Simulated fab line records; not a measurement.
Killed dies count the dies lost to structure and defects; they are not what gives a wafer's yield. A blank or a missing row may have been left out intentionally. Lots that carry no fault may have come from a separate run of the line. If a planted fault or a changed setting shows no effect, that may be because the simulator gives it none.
What tool caused it? + flow gf180mcu + 13 lots with 39 wafers sampled at 4 steps, on a route of 602 steps

## WHAT THE GAUGES READ, wafer by wafer
GF_HV_LDD_CD_MEAS_46 targets a cd of 400 nm. Usual: 399.8 nm for cd nm, sd 2.3.
| lot  | measured     | on        | cd nm (nm)        | flag |
|------|--------------|-----------|-------------------|------|
| L955 | day 12 06:35 | cd sem-01 | 397.8 397.4 399.1 |      |
| L957 | day 13 05:26 | cd sem-01 | 399.6 399.1 401.3 |      |
| L960 | day 14 03:38 | cd sem-01 | 397.7 398.3 397.6 |      |
| L964 | day 15 20:57 | cd sem-02 | - - -             | OFF  |
| L965 | day 16 14:55 | cd sem-02 | 399.8 398.0 399.4 |      |
| L968 | day 17 08:54 | cd sem-02 | 398.5 401.2 402.0 |      |
| L969 | day 18 04:32 | cd sem-02 | 400.9 403.2 403.9 |      |
| L972 | day 18 21:05 | cd sem-02 | 399.7 399.4 397.2 |      |
| L971 | day 18 22:20 | cd sem-01 | 401.1 399.6 401.8 |      |
| L973 | day 19 04:50 | cd sem-02 | 399.0 400.5 399.0 |      |
| L976 | day 19 18:53 | cd sem-02 | 402.4 401.1 399.4 |      |
| L975 | day 19 20:43 | cd sem-01 | 397.2 397.0 400.2 |      |
| L977 | day 20 11:58 | cd sem-01 | 405.4 401.6 402.2 |      |

GF_HV_LDD_TW_MEAS_50. Usual: for HV_LDD_4_TW the level is 570.3 and the standard deviation is 2.5.
| lot  | measured     | on            | HV_LDD_4_TW       | flag |
|------|--------------|---------------|-------------------|------|
| L955 | day 12 06:59 | film metro-01 | 570.6 573.9 571.3 |      |
| L957 | day 13 05:50 | film metro-01 | 569.2 568.6 570.0 |      |
| L960 | day 14 04:02 | film metro-03 | 574.0 574.2 573.4 |      |
| L964 | day 15 21:20 | film metro-04 | 30.1 30.0 30.1    | OFF  |
| L965 | day 16 15:18 | film metro-03 | 569.9 568.5 569.5 |      |
| L968 | day 17 09:17 | film metro-01 | 567.5 570.3 566.7 |      |
| L969 | day 18 04:56 | film metro-01 | 570.2 569.4 570.9 |      |
| L972 | day 18 21:29 | film metro-01 | 573.9 572.1 567.6 |      |
| L971 | day 18 22:44 | film metro-03 | 573.9 570.1 570.9 |      |
| L973 | day 19 05:14 | film metro-01 | 567.8 568.4 572.0 |      |
| L976 | day 19 19:17 | film metro-03 | 571.8 570.1 570.6 |      |
| L975 | day 19 21:05 | film metro-04 | 571.8 569.5 567.3 |      |
| L977 | day 20 12:22 | film metro-03 | 576.8 576.8 573.6 |      |

## TOOL THAT RAN EACH LOT (tool first, then ch and the chambers of the sampled wafers, then the start)
| lot  | GF_STI_CMP_25                | GF_HV_LDD_EXPOSE_43                 |
|------|------------------------------|-------------------------------------|
| L955 | cmp-01 ch 0,2,3, day 2 09:07 | iline stepper-02 ch 0, day 11 21:22 |
| L957 | cmp-02 ch 0,2,3, day 2 19:04 | iline stepper-02 ch 0, day 12 19:43 |
| L960 | cmp-02 ch 0,1, day 3 10:32   | iline stepper-01 ch 0, day 13 17:29 |
| L964 | cmp-01 ch 0,2,3, day 4 09:02 | iline stepper-01 ch 0, day 15 10:29 |
| L965 | cmp-01 ch 0,1,2, day 4 17:26 | iline stepper-02 ch 0, day 16 04:38 |
| L968 | cmp-02 ch 0,3, day 5 08:17   | iline stepper-01 ch 0, day 16 22:13 |
| L969 | cmp-01 ch 0,2,3, day 5 16:25 | iline stepper-01 ch 0, day 17 16:37 |
| L972 | cmp-01 ch 0,1,2, day 6 04:15 | iline stepper-02 ch 0, day 18 09:28 |
| L971 | cmp-02 ch 1,2,3, day 6 04:21 | iline stepper-02 ch 0, day 18 10:47 |
| L973 | cmp-02 ch 1,3, day 6 12:51   | iline stepper-01 ch 0, day 18 17:19 |
| L976 | cmp-01 ch 0,2, day 6 21:53   | iline stepper-01 ch 0, day 19 06:54 |
| L975 | cmp-02 ch 0,1,3, day 6 21:59 | iline stepper-01 ch 0, day 19 08:46 |
| L977 | cmp-01 ch 0,1,2, day 7 08:10 | iline stepper-01 ch 0, day 20 00:31 |
- GF_STI_CMP_25: polishes, stops on Si3N4, t overpolish 33 s, target thk 524.6 nm.
- GF_HV_LDD_EXPOSE_43: exposes mask Pplus HV AREA, target cd 400 nm.

## AS READ BY THE TOOLS THEMSELVES (means over the sampled wafers that have a number; for cases with no such wafer, the mark the record gives instead)
GF_STI_CMP_25. Usual: motor current A 11.5 A, standard deviation 0.92; overpolish run s 33.000 s, standard deviation 0.01; time to endpoint s 122 s, standard deviation 4.6.
| lot  | tool   | motor current A (A) | overpolish run s (s) | time to endpoint s (s) | flag |
|------|--------|---------------------|----------------------|------------------------|------|
| L955 | cmp-01 | 11.5                | 33.002               | 122                    |      |
| L957 | cmp-02 | 11.0                | 33.005               | 119                    |      |
| L960 | cmp-02 | 12.4                | 32.987               | 121                    |      |
| L964 | cmp-01 | 11.3                | 33.001               | 123                    |      |
| L965 | cmp-01 | 12.3                | 32.996               | 124                    |      |
| L968 | cmp-02 | 11.5                | 33.001               | 129                    |      |
| L969 | cmp-01 | 11.7                | 32.994               | 119                    |      |
| L972 | cmp-01 | 12.5                | 33.010               | 120                    |      |
| L971 | cmp-02 | 11.2                | 32.992               | 128                    |      |
| L973 | cmp-02 | 11.7                | 33.003               | 126                    |      |
| L976 | cmp-01 | 11.6                | 32.995               | 116                    |      |
| L975 | cmp-02 | 11.9                | 33.009               | 123                    |      |
| L977 | cmp-01 | 12.0                | 32.997               | 116                    |      |

## THE ANSWER, worked out from the rows above alone
Rule: a lot counts as off when the mean over its wafers that have a number is more than 3 standard deviations away from the usual mean. A lot without any number at a reading at which 4 lots or more have one is off too. Where the step has rows for the other lots, those lots are counted as sound. The gauges are gone through in route order, then the tools' own readings, and for those a lot's mean is taken as printed above. The first step at which some lot is off is used, and at that step the reading that is off furthest; a lot without a number counts as furthest.
Off, at GF_HV_LDD_CD_MEAS_46 on cd nm: L964. Without a number there: L964.
A tool fits if, at a process step before that reading, it ran every lot that is off, and no sound lot after the first of them. Not tried: the gauges at GF_HV_LDD_CD_MEAS_46; whatever is off there is also off at GF_HV_LDD_TW_MEAS_50, on other tools, and gauge error can't account for it. None of those tried fits.

## WHAT THE SIMULATOR HAD INSERTED
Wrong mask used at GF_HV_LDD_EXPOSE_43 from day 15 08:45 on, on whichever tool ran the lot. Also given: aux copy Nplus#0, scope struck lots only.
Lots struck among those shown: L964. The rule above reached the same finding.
